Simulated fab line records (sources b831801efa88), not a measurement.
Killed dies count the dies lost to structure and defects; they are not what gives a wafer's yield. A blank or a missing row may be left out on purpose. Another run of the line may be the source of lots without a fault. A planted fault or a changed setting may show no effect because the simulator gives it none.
The tool behind it: which one? / flow sky130 / 24 lots, 72 wafers sampled, at 6 steps of a route of 708

WHAT THE GAUGES READ, wafer by wafer
SKY_SONOS_ONO_CD_MEAS_13: target cd 410 nm. Usual: 409.8 nm for cd_nm, sd 2.4.
lot=L074; measured=day 12 21:28; on=cd_sem-02; cd_nm (nm)=415.0 415.3 414.5; flag=
lot=L075; measured=day 13 03:26; on=cd_sem-02; cd_nm (nm)=407.4 410.9 411.2; flag=
lot=L076; measured=day 13 10:22; on=cd_sem-02; cd_nm (nm)=411.7 409.6 411.5; flag=
lot=L077; measured=day 13 14:34; on=cd_sem-01; cd_nm (nm)=408.1 406.6 409.6; flag=
lot=L078; measured=day 14 02:32; on=cd_sem-01; cd_nm (nm)=405.2 406.3 406.8; flag=
lot=L079; measured=day 14 06:13; on=cd_sem-01; cd_nm (nm)=410.8 412.0 412.7; flag=
lot=L080; measured=day 14 13:20; on=cd_sem-02; cd_nm (nm)=409.2 408.4 407.5; flag=
lot=L081; measured=day 14 21:34; on=cd_sem-02; cd_nm (nm)=408.2 411.7 410.6; flag=
lot=L082; measured=day 15 13:01; on=cd_sem-01; cd_nm (nm)=407.9 408.5 408.6; flag=
lot=L083; measured=day 15 16:50; on=cd_sem-02; cd_nm (nm)=408.4 410.8 412.6; flag=
lot=L084; measured=day 16 03:07; on=cd_sem-02; cd_nm (nm)=412.2 413.2 411.3; flag=
lot=L085; measured=day 16 06:50; on=cd_sem-01; cd_nm (nm)=405.9 409.9 408.1; flag=
lot=L086; measured=day 16 20:55; on=cd_sem-02; cd_nm (nm)=413.1 412.1 413.9; flag=
lot=L087; measured=day 17 02:01; on=cd_sem-01; cd_nm (nm)=405.1 407.5 407.4; flag=
lot=L088; measured=day 17 10:43; on=cd_sem-02; cd_nm (nm)=409.5 411.1 408.8; flag=
lot=L089; measured=day 17 19:17; on=cd_sem-02; cd_nm (nm)=415.2 412.2 413.4; flag=
lot=L090; measured=day 18 04:39; on=cd_sem-02; cd_nm (nm)=406.5 410.0 407.6; flag=
lot=L091; measured=day 18 15:02; on=cd_sem-02; cd_nm (nm)=410.2 408.8 411.3; flag=
lot=L092; measured=day 19 00:43; on=cd_sem-02; cd_nm (nm)=408.0 408.3 407.8; flag=
lot=L093; measured=day 19 05:41; on=cd_sem-02; cd_nm (nm)=408.2 408.6 407.1; flag=
lot=L094; measured=day 19 16:28; on=cd_sem-01; cd_nm (nm)=411.2 409.4 410.0; flag=
lot=L095; measured=day 19 23:16; on=cd_sem-02; cd_nm (nm)=408.6 409.5 409.7; flag=
lot=L096; measured=day 20 07:16; on=cd_sem-01; cd_nm (nm)=410.1 408.3 409.5; flag=
lot=L097; measured=day 20 09:56; on=cd_sem-02; cd_nm (nm)=407.9 408.3 408.4; flag=

SKY_LDD_N_OVL_MEAS_07. Usual: LDD_N_OVL typically reads -0.5 nm, with standard deviation 1.3.
lot=L074; measured=day 17 21:25; on=overlay-02; LDD_N_OVL (nm)=-1.0 -2.8 -1.4; flag=
lot=L075; measured=day 18 08:02; on=overlay-02; LDD_N_OVL (nm)=0.2 0.0 0.6; flag=
lot=L076; measured=day 18 12:37; on=overlay-02; LDD_N_OVL (nm)=-1.4 -1.0 -1.9; flag=
lot=L077; measured=day 18 23:25; on=overlay-01; LDD_N_OVL (nm)=0.5 -0.2 2.4; flag=
lot=L078; measured=day 19 10:43; on=overlay-02; LDD_N_OVL (nm)=-0.4 1.3 1.1; flag=
lot=L079; measured=day 19 13:47; on=overlay-02; LDD_N_OVL (nm)=-0.5 0.3 0.7; flag=
lot=L080; measured=day 19 23:29; on=overlay-02; LDD_N_OVL (nm)=-0.5 0.9 -0.5; flag=
lot=L081; measured=day 20 08:19; on=overlay-02; LDD_N_OVL (nm)=-0.9 -1.3 -2.3; flag=
lot=L082; measured=day 21 00:32; on=overlay-02; LDD_N_OVL (nm)=-0.2 -0.6 -0.9; flag=
lot=L083; measured=day 21 03:25; on=overlay-02; LDD_N_OVL (nm)=-1.8 -0.3 -2.1; flag=
lot=L084; measured=day 21 13:28; on=overlay-02; LDD_N_OVL (nm)=-1.9 -0.2 0.2; flag=
lot=L085; measured=day 21 22:20; on=overlay-02; LDD_N_OVL (nm)=-1.7 -0.6 0.3; flag=
lot=L086; measured=day 22 08:07; on=overlay-01; LDD_N_OVL (nm)=1.3 -1.5 -3.0; flag=
lot=L087; measured=day 22 15:34; on=overlay-02; LDD_N_OVL (nm)=-3.5 -1.9 -0.8; flag=
lot=L088; measured=day 22 23:35; on=overlay-02; LDD_N_OVL (nm)=-1.8 -0.5 -3.1; flag=
lot=L089; measured=day 23 09:56; on=overlay-02; LDD_N_OVL (nm)=-1.0 -0.1 -0.8; flag=
lot=L090; measured=day 23 16:29; on=overlay-01; LDD_N_OVL (nm)=0.1 0.1 2.2; flag=
lot=L091; measured=day 24 05:29; on=overlay-02; LDD_N_OVL (nm)=-2.4 0.7 0.0; flag=
lot=L092; measured=day 24 14:10; on=overlay-02; LDD_N_OVL (nm)=3.0 1.1 -0.3; flag=
lot=L093; measured=day 24 18:07; on=overlay-02; LDD_N_OVL (nm)=0.1 -0.6 -0.4; flag=
lot=L094; measured=day 25 03:16; on=overlay-01; LDD_N_OVL (nm)=2.2 -0.3 0.2; flag=
lot=L095; measured=day 25 09:07; on=overlay-02; LDD_N_OVL (nm)=0.1 -1.8 -0.8; flag=
lot=L096; measured=day 25 16:17; on=overlay-02; LDD_N_OVL (nm)=-3.1 -1.8 0.7; flag=
lot=L097; measured=day 25 18:20; on=overlay-02; LDD_N_OVL (nm)=0.0 -0.9 1.1; flag=

SKY_CAP2M_THK_MEAS_04: measures by xrf. Usual: CAP2M_TIN_THK typically reads 196.9 nm, with standard deviation 2.
lot=L074; measured=day 39 22:37; on=film_metro-03; CAP2M_TIN_THK (nm)=201.3 197.6 199.0; flag=
lot=L075; measured=day 40 09:02; on=film_metro-03; CAP2M_TIN_THK (nm)=196.6 194.7 195.4; flag=
lot=L076; measured=day 40 11:58; on=film_metro-01; CAP2M_TIN_THK (nm)=196.7 197.6 195.9; flag=
lot=L077; measured=day 40 22:16; on=film_metro-04; CAP2M_TIN_THK (nm)=196.9 196.0 197.1; flag=
lot=L078; measured=day 41 05:11; on=film_metro-03; CAP2M_TIN_THK (nm)=198.5 197.9 201.1; flag=
lot=L079; measured=day 41 07:59; on=film_metro-01; CAP2M_TIN_THK (nm)=198.4 197.8 198.8; flag=
lot=L080; measured=day 41 17:04; on=film_metro-03; CAP2M_TIN_THK (nm)=202.9 200.1 200.3; flag=
lot=L081; measured=day 41 22:51; on=film_metro-04; CAP2M_TIN_THK (nm)=195.3 195.3 195.9; flag=
lot=L082; measured=day 42 11:31; on=film_metro-03; CAP2M_TIN_THK (nm)=195.2 196.4 195.2; flag=
lot=L083; measured=day 42 16:31; on=film_metro-04; CAP2M_TIN_THK (nm)=194.7 197.0 194.9; flag=
lot=L084; measured=day 42 20:35; on=film_metro-04; CAP2M_TIN_THK (nm)=196.1 196.1 196.4; flag=
lot=L085; measured=day 43 02:26; on=film_metro-03; CAP2M_TIN_THK (nm)=197.3 197.4 201.0; flag=
lot=L086; measured=day 43 09:17; on=film_metro-01; CAP2M_TIN_THK (nm)=197.1 195.1 192.7; flag=
lot=L087; measured=day 43 16:55; on=film_metro-01; CAP2M_TIN_THK (nm)=195.3 195.9 195.6; flag=
lot=L088; measured=day 43 23:10; on=film_metro-04; CAP2M_TIN_THK (nm)=195.7 193.2 195.0; flag=
lot=L089; measured=day 44 07:47; on=film_metro-04; CAP2M_TIN_THK (nm)=194.4 193.1 194.8; flag=
lot=L090; measured=day 44 11:16; on=film_metro-03; CAP2M_TIN_THK (nm)=199.3 199.7 200.9; flag=
lot=L091; measured=day 44 20:05; on=film_metro-01; CAP2M_TIN_THK (nm)=194.7 196.5 196.0; flag=
lot=L092; measured=day 45 00:01; on=film_metro-04; CAP2M_TIN_THK (nm)=196.5 196.4 197.9; flag=
lot=L093; measured=day 45 05:16; on=film_metro-03; CAP2M_TIN_THK (nm)=197.3 197.4 197.9; flag=
lot=L094; measured=day 45 12:20; on=film_metro-04; CAP2M_TIN_THK (nm)=198.4 196.5 197.0; flag=
lot=L095; measured=day 45 17:13; on=film_metro-03; CAP2M_TIN_THK (nm)=196.9 196.4 196.5; flag=
lot=L096; measured=day 45 21:58; on=film_metro-04; CAP2M_TIN_THK (nm)=195.8 197.6 195.0; flag=
lot=L097; measured=day 46 10:11; on=film_metro-01; CAP2M_TIN_THK (nm)=196.6 198.2 198.2; flag=

WHAT TOOL EACH LOT RAN ON (gives the tool, then ch and the chambers of the sampled wafers, and finally the start)
lot=L074; SKY_DNWELL_STRIP_08=plasma_asher-01 ch 0,1, day 3 05:23; SKY_METAL3_SPUTTER_04=pvd_sputter-04, day 36 13:36; SKY_VIA3_ETCH_14=rie_diel-01 ch 2,3, day 39 20:47
lot=L075; SKY_DNWELL_STRIP_08=plasma_asher-03 ch 0,1, day 3 11:00; SKY_METAL3_SPUTTER_04=pvd_sputter-01, day 36 23:43; SKY_VIA3_ETCH_14=rie_diel-04 ch 0,1,2, day 40 07:11
lot=L076; SKY_DNWELL_STRIP_08=plasma_asher-02 ch 0,1, day 3 15:32; SKY_METAL3_SPUTTER_04=pvd_sputter-04, day 37 03:27; SKY_VIA3_ETCH_14=rie_diel-03 ch 2,3, day 40 10:08
lot=L077; SKY_DNWELL_STRIP_08=plasma_asher-01 ch 0,1, day 3 19:49; SKY_METAL3_SPUTTER_04=pvd_sputter-01, day 37 14:46; SKY_VIA3_ETCH_14=rie_diel-04 ch 1,2,3, day 40 20:26
lot=L078; SKY_DNWELL_STRIP_08=plasma_asher-03 ch 0,1, day 4 03:49; SKY_METAL3_SPUTTER_04=pvd_sputter-04, day 37 21:21; SKY_VIA3_ETCH_14=rie_diel-04 ch 2,3, day 41 03:20
lot=L079; SKY_DNWELL_STRIP_08=plasma_asher-01 ch 0,1, day 4 06:44; SKY_METAL3_SPUTTER_04=pvd_sputter-04, day 38 00:33; SKY_VIA3_ETCH_14=rie_diel-04 ch 1,2,3, day 41 06:05
lot=L080; SKY_DNWELL_STRIP_08=plasma_asher-03 ch 0,1, day 4 11:05; SKY_METAL3_SPUTTER_04=pvd_sputter-04, day 38 09:37; SKY_VIA3_ETCH_14=rie_diel-01 ch 0,1,3, day 41 15:14
lot=L081; SKY_DNWELL_STRIP_08=plasma_asher-02 ch 0,1, day 4 15:46; SKY_METAL3_SPUTTER_04=pvd_sputter-01, day 38 17:06; SKY_VIA3_ETCH_14=rie_diel-04 ch 0,1,2, day 41 21:02
lot=L082; SKY_DNWELL_STRIP_08=plasma_asher-03 ch 0,1, day 5 00:33; SKY_METAL3_SPUTTER_04=pvd_sputter-04, day 39 05:08; SKY_VIA3_ETCH_14=rie_diel-01 ch 0,1, day 42 09:40
lot=L083; SKY_DNWELL_STRIP_08=plasma_asher-01 ch 0,1, day 5 05:41; SKY_METAL3_SPUTTER_04=pvd_sputter-04, day 39 11:31; SKY_VIA3_ETCH_14=rie_diel-03 ch 0,1,2, day 42 14:37
lot=L084; SKY_DNWELL_STRIP_08=plasma_asher-01 ch 0,1, day 5 08:08; SKY_METAL3_SPUTTER_04=pvd_sputter-03, day 39 16:10; SKY_VIA3_ETCH_14=rie_diel-03 ch 0,1,3, day 42 18:44
lot=L085; SKY_DNWELL_STRIP_08=plasma_asher-03 ch 0,1, day 5 14:28; SKY_METAL3_SPUTTER_04=pvd_sputter-03, day 39 22:29; SKY_VIA3_ETCH_14=rie_diel-01 ch 0,2,3, day 43 00:32
lot=L086; SKY_DNWELL_STRIP_08=plasma_asher-02 ch 0,1, day 5 20:47; SKY_METAL3_SPUTTER_04=pvd_sputter-01, day 40 05:13; SKY_VIA3_ETCH_14=rie_diel-01 ch 2,3, day 43 07:25
lot=L087; SKY_DNWELL_STRIP_08=plasma_asher-01 ch 1, day 6 01:43; SKY_METAL3_SPUTTER_04=pvd_sputter-01, day 40 12:59; SKY_VIA3_ETCH_14=rie_diel-01 ch 0,2, day 43 15:05
lot=L088; SKY_DNWELL_STRIP_08=plasma_asher-01 ch 0,1, day 6 06:42; SKY_METAL3_SPUTTER_04=pvd_sputter-03, day 40 19:40; SKY_VIA3_ETCH_14=rie_diel-03 ch 0,1,2, day 43 20:55
lot=L089; SKY_DNWELL_STRIP_08=plasma_asher-01 ch 0,1, day 6 11:52; SKY_METAL3_SPUTTER_04=pvd_sputter-01, day 41 03:52; SKY_VIA3_ETCH_14=rie_diel-01 ch 0,1,2, day 44 05:49
lot=L090; SKY_DNWELL_STRIP_08=plasma_asher-02 ch 0,1, day 6 18:50; SKY_METAL3_SPUTTER_04=pvd_sputter-04, day 41 08:56; SKY_VIA3_ETCH_14=rie_diel-03 ch 2,3, day 44 09:26
lot=L091; SKY_DNWELL_STRIP_08=plasma_asher-03 ch 0,1, day 7 00:06; SKY_METAL3_SPUTTER_04=pvd_sputter-04, day 41 18:46; SKY_VIA3_ETCH_14=rie_diel-04 ch 1,2,3, day 44 18:09
lot=L092; SKY_DNWELL_STRIP_08=plasma_asher-01 ch 0,1, day 7 06:56; SKY_METAL3_SPUTTER_04=pvd_sputter-04, day 41 22:43; SKY_VIA3_ETCH_14=rie_diel-04 ch 0,3, day 44 22:10
lot=L093; SKY_DNWELL_STRIP_08=plasma_asher-02 ch 0,1, day 7 09:05; SKY_METAL3_SPUTTER_04=pvd_sputter-03, day 42 04:30; SKY_VIA3_ETCH_14=rie_diel-04 ch 0,1, day 45 03:23
lot=L094; SKY_DNWELL_STRIP_08=plasma_asher-01 ch 0,1, day 7 16:35; SKY_METAL3_SPUTTER_04=pvd_sputter-03, day 42 12:31; SKY_VIA3_ETCH_14=rie_diel-04 ch 0,1,3, day 45 10:28
lot=L095; SKY_DNWELL_STRIP_08=plasma_asher-03 ch 0,1, day 7 20:35; SKY_METAL3_SPUTTER_04=pvd_sputter-01, day 42 18:21; SKY_VIA3_ETCH_14=rie_diel-04 ch 0,2,3, day 45 15:23
lot=L096; SKY_DNWELL_STRIP_08=plasma_asher-01 ch 0,1, day 8 02:06; SKY_METAL3_SPUTTER_04=pvd_sputter-04, day 42 22:56; SKY_VIA3_ETCH_14=rie_diel-03 ch 0,1,3, day 45 20:05
lot=L097; SKY_DNWELL_STRIP_08=plasma_asher-03 ch 0,1, day 8 06:02; SKY_METAL3_SPUTTER_04=pvd_sputter-03, day 43 13:18; SKY_VIA3_ETCH_14=rie_diel-03 ch 0,1,2, day 46 08:20
- SKY_DNWELL_STRIP_08: strips in O2/N2.
- SKY_METAL3_SPUTTER_04: material TiN, target thk 70 nm, time 58.3 s.
- SKY_VIA3_ETCH_14: etches BARC in N2/H2, stops on SiO2, time 45.9 s, target depth 60 nm.

AS READ BY THE TOOLS THEMSELVES (means over the sampled wafers that have a number; for cases with no such wafer, the mark the record gives instead)
SKY_DNWELL_STRIP_08. Usual: drypump_motor_current_A 5.5 A, standard deviation 0.62; oes_product_au 0.723 a.u., standard deviation 0.005; strip_time_to_endpoint_s 36.95 s, standard deviation 0.1.
lot=L074; tool=plasma_asher-01; drypump_motor_current_A (A)=5.4; oes_product_au (a.u.)=0.718; strip_time_to_endpoint_s (s)=36.96; flag=
lot=L075; tool=plasma_asher-03; drypump_motor_current_A (A)=5.9; oes_product_au (a.u.)=0.719; strip_time_to_endpoint_s (s)=36.86; flag=
lot=L076; tool=plasma_asher-02; drypump_motor_current_A (A)=6.1; oes_product_au (a.u.)=0.723; strip_time_to_endpoint_s (s)=36.87; flag=
lot=L077; tool=plasma_asher-01; drypump_motor_current_A (A)=5.4; oes_product_au (a.u.)=0.722; strip_time_to_endpoint_s (s)=36.92; flag=
lot=L078; tool=plasma_asher-03; drypump_motor_current_A (A)=5.4; oes_product_au (a.u.)=0.722; strip_time_to_endpoint_s (s)=36.97; flag=
lot=L079; tool=plasma_asher-01; drypump_motor_current_A (A)=5.4; oes_product_au (a.u.)=0.726; strip_time_to_endpoint_s (s)=37.00; flag=
lot=L080; tool=plasma_asher-03; drypump_motor_current_A (A)=6.0; oes_product_au (a.u.)=0.724; strip_time_to_endpoint_s (s)=37.08; flag=
lot=L081; tool=plasma_asher-02; drypump_motor_current_A (A)=6.1; oes_product_au (a.u.)=0.723; strip_time_to_endpoint_s (s)=36.80; flag=
lot=L082; tool=plasma_asher-03; drypump_motor_current_A (A)=6.0; oes_product_au (a.u.)=0.718; strip_time_to_endpoint_s (s)=36.80; flag=
lot=L083; tool=plasma_asher-01; drypump_motor_current_A (A)=5.4; oes_product_au (a.u.)=0.721; strip_time_to_endpoint_s (s)=36.88; flag=
lot=L084; tool=plasma_asher-01; drypump_motor_current_A (A)=5.4; oes_product_au (a.u.)=0.724; strip_time_to_endpoint_s (s)=37.03; flag=
lot=L085; tool=plasma_asher-03; drypump_motor_current_A (A)=5.4; oes_product_au (a.u.)=0.722; strip_time_to_endpoint_s (s)=37.06; flag=
lot=L086; tool=plasma_asher-02; drypump_motor_current_A (A)=5.8; oes_product_au (a.u.)=0.720; strip_time_to_endpoint_s (s)=36.91; flag=
lot=L087; tool=plasma_asher-01; drypump_motor_current_A (A)=5.6; oes_product_au (a.u.)=0.729; strip_time_to_endpoint_s (s)=37.07; flag=
lot=L088; tool=plasma_asher-01; drypump_motor_current_A (A)=5.1; oes_product_au (a.u.)=0.725; strip_time_to_endpoint_s (s)=36.88; flag=
lot=L089; tool=plasma_asher-01; drypump_motor_current_A (A)=5.4; oes_product_au (a.u.)=0.724; strip_time_to_endpoint_s (s)=36.96; flag=
lot=L090; tool=plasma_asher-02; drypump_motor_current_A (A)=6.1; oes_product_au (a.u.)=0.726; strip_time_to_endpoint_s (s)=36.94; flag=
lot=L091; tool=plasma_asher-03; drypump_motor_current_A (A)=5.4; oes_product_au (a.u.)=0.723; strip_time_to_endpoint_s (s)=36.92; flag=
lot=L092; tool=plasma_asher-01; drypump_motor_current_A (A)=5.1; oes_product_au (a.u.)=0.726; strip_time_to_endpoint_s (s)=37.02; flag=
lot=L093; tool=plasma_asher-02; drypump_motor_current_A (A)=5.8; oes_product_au (a.u.)=0.722; strip_time_to_endpoint_s (s)=36.86; flag=
lot=L094; tool=plasma_asher-01; drypump_motor_current_A (A)=5.1; oes_product_au (a.u.)=0.720; strip_time_to_endpoint_s (s)=37.01; flag=
lot=L095; tool=plasma_asher-03; drypump_motor_current_A (A)=6.0; oes_product_au (a.u.)=0.720; strip_time_to_endpoint_s (s)=37.02; flag=
lot=L096; tool=plasma_asher-01; drypump_motor_current_A (A)=5.4; oes_product_au (a.u.)=0.724; strip_time_to_endpoint_s (s)=37.08; flag=
lot=L097; tool=plasma_asher-03; drypump_motor_current_A (A)=6.0; oes_product_au (a.u.)=0.727; strip_time_to_endpoint_s (s)=36.86; flag=

SKY_METAL3_SPUTTER_04. Usual: 30.2 % for throttle_valve_pct, sd 0.81.
lot=L074; tool=pvd_sputter-04; throttle_valve_pct (%)=30.4; flag=
lot=L075; tool=pvd_sputter-01; throttle_valve_pct (%)=29.5; flag=
lot=L076; tool=pvd_sputter-04; throttle_valve_pct (%)=29.8; flag=
lot=L077; tool=pvd_sputter-01; throttle_valve_pct (%)=30.2; flag=
lot=L078; tool=pvd_sputter-04; throttle_valve_pct (%)=30.5; flag=
lot=L079; tool=pvd_sputter-04; throttle_valve_pct (%)=29.8; flag=
lot=L080; tool=pvd_sputter-04; throttle_valve_pct (%)=29.6; flag=
lot=L081; tool=pvd_sputter-01; throttle_valve_pct (%)=30.3; flag=
lot=L082; tool=pvd_sputter-04; throttle_valve_pct (%)=29.6; flag=
lot=L083; tool=pvd_sputter-04; throttle_valve_pct (%)=30.1; flag=
lot=L084; tool=pvd_sputter-03; throttle_valve_pct (%)=29.8; flag=
lot=L085; tool=pvd_sputter-03; throttle_valve_pct (%)=29.9; flag=
lot=L086; tool=pvd_sputter-01; throttle_valve_pct (%)=29.6; flag=
lot=L087; tool=pvd_sputter-01; throttle_valve_pct (%)=29.7; flag=
lot=L088; tool=pvd_sputter-03; throttle_valve_pct (%)=30.4; flag=
lot=L089; tool=pvd_sputter-01; throttle_valve_pct (%)=29.8; flag=
lot=L090; tool=pvd_sputter-04; throttle_valve_pct (%)=31.0; flag=
lot=L091; tool=pvd_sputter-04; throttle_valve_pct (%)=29.5; flag=
lot=L092; tool=pvd_sputter-04; throttle_valve_pct (%)=30.4; flag=
lot=L093; tool=pvd_sputter-03; throttle_valve_pct (%)=30.3; flag=
lot=L094; tool=pvd_sputter-03; throttle_valve_pct (%)=29.7; flag=
lot=L095; tool=pvd_sputter-01; throttle_valve_pct (%)=30.2; flag=
lot=L096; tool=pvd_sputter-04; throttle_valve_pct (%)=30.1; flag=
lot=L097; tool=pvd_sputter-03; throttle_valve_pct (%)=30.4; flag=

SKY_VIA3_ETCH_14. Usual: drypump_motor_current_A 5.5 A, standard deviation 0.31; h2_flow_sccm 200.0 sccm, standard deviation 0.64; oes_product_au 0.854 a.u., standard deviation 0.0047; throttle_valve_pct 13.224 %, standard deviation 0.0091.
lot=L074; tool=rie_diel-01; drypump_motor_current_A (A)=5.6; h2_flow_sccm (sccm)=200.0; oes_product_au (a.u.)=0.856; throttle_valve_pct (%)=13.227; flag=
lot=L075; tool=rie_diel-04; drypump_motor_current_A (A)=5.3; h2_flow_sccm (sccm)=200.2; oes_product_au (a.u.)=0.852; throttle_valve_pct (%)=13.218; flag=
lot=L076; tool=rie_diel-03; drypump_motor_current_A (A)=5.5; h2_flow_sccm (sccm)=200.0; oes_product_au (a.u.)=0.855; throttle_valve_pct (%)=13.219; flag=
lot=L077; tool=rie_diel-04; drypump_motor_current_A (A)=5.4; h2_flow_sccm (sccm)=200.2; oes_product_au (a.u.)=0.853; throttle_valve_pct (%)=13.223; flag=
lot=L078; tool=rie_diel-04; drypump_motor_current_A (A)=5.5; h2_flow_sccm (sccm)=200.1; oes_product_au (a.u.)=0.855; throttle_valve_pct (%)=13.218; flag=
lot=L079; tool=rie_diel-04; drypump_motor_current_A (A)=5.4; h2_flow_sccm (sccm)=200.2; oes_product_au (a.u.)=0.851; throttle_valve_pct (%)=13.227; flag=
lot=L080; tool=rie_diel-01; drypump_motor_current_A (A)=5.6; h2_flow_sccm (sccm)=200.4; oes_product_au (a.u.)=0.860; throttle_valve_pct (%)=13.224; flag=
lot=L081; tool=rie_diel-04; drypump_motor_current_A (A)=5.3; h2_flow_sccm (sccm)=200.0; oes_product_au (a.u.)=0.853; throttle_valve_pct (%)=13.218; flag=
lot=L082; tool=rie_diel-01; drypump_motor_current_A (A)=5.6; h2_flow_sccm (sccm)=199.4; oes_product_au (a.u.)=0.853; throttle_valve_pct (%)=13.225; flag=
lot=L083; tool=rie_diel-03; drypump_motor_current_A (A)=5.7; h2_flow_sccm (sccm)=200.1; oes_product_au (a.u.)=0.854; throttle_valve_pct (%)=13.241; flag=
lot=L084; tool=rie_diel-03; drypump_motor_current_A (A)=5.6; h2_flow_sccm (sccm)=200.1; oes_product_au (a.u.)=0.851; throttle_valve_pct (%)=13.227; flag=
lot=L085; tool=rie_diel-01; drypump_motor_current_A (A)=5.6; h2_flow_sccm (sccm)=199.9; oes_product_au (a.u.)=0.854; throttle_valve_pct (%)=13.221; flag=
lot=L086; tool=rie_diel-01; drypump_motor_current_A (A)=5.5; h2_flow_sccm (sccm)=200.2; oes_product_au (a.u.)=0.859; throttle_valve_pct (%)=13.227; flag=
lot=L087; tool=rie_diel-01; drypump_motor_current_A (A)=5.6; h2_flow_sccm (sccm)=199.9; oes_product_au (a.u.)=0.858; throttle_valve_pct (%)=13.213; flag=
lot=L088; tool=rie_diel-03; drypump_motor_current_A (A)=5.7; h2_flow_sccm (sccm)=200.2; oes_product_au (a.u.)=0.853; throttle_valve_pct (%)=13.226; flag=
lot=L089; tool=rie_diel-01; drypump_motor_current_A (A)=5.6; h2_flow_sccm (sccm)=200.2; oes_product_au (a.u.)=0.857; throttle_valve_pct (%)=13.217; flag=
lot=L090; tool=rie_diel-03; drypump_motor_current_A (A)=5.5; h2_flow_sccm (sccm)=200.3; oes_product_au (a.u.)=0.854; throttle_valve_pct (%)=13.227; flag=
lot=L091; tool=rie_diel-04; drypump_motor_current_A (A)=5.4; h2_flow_sccm (sccm)=200.3; oes_product_au (a.u.)=0.854; throttle_valve_pct (%)=13.214; flag=
lot=L092; tool=rie_diel-04; drypump_motor_current_A (A)=5.2; h2_flow_sccm (sccm)=199.5; oes_product_au (a.u.)=0.857; throttle_valve_pct (%)=13.223; flag=
lot=L093; tool=rie_diel-04; drypump_motor_current_A (A)=5.1; h2_flow_sccm (sccm)=199.1; oes_product_au (a.u.)=0.853; throttle_valve_pct (%)=13.220; flag=
lot=L094; tool=rie_diel-04; drypump_motor_current_A (A)=5.2; h2_flow_sccm (sccm)=200.2; oes_product_au (a.u.)=0.858; throttle_valve_pct (%)=13.222; flag=
lot=L095; tool=rie_diel-04; drypump_motor_current_A (A)=5.3; h2_flow_sccm (sccm)=199.7; oes_product_au (a.u.)=0.855; throttle_valve_pct (%)=13.218; flag=
lot=L096; tool=rie_diel-03; drypump_motor_current_A (A)=5.6; h2_flow_sccm (sccm)=200.0; oes_product_au (a.u.)=0.853; throttle_valve_pct (%)=13.231; flag=
lot=L097; tool=rie_diel-03; drypump_motor_current_A (A)=5.7; h2_flow_sccm (sccm)=200.1; oes_product_au (a.u.)=0.852; throttle_valve_pct (%)=13.216; flag=

THE ANSWER, worked out from the rows above alone
Rule: take the mean of a lot's wafers that have a number; if it is more than 3 standard deviations from the usual mean, the lot is off. Also off: a lot with no number at a reading for which 4 or more lots have one. Any other lot the step has rows for is counted as sound. After the gauges, taken in route order, come the tools' own readings; for these a lot's mean is taken, as printed above. At the first step where some lot is off, the reading lying furthest off is the one used; lots without a number count as furthest.
No lot is off on any of the readings shown, so nothing can be concluded from this.

WHAT WAS PUT IN BY THE SIMULATOR
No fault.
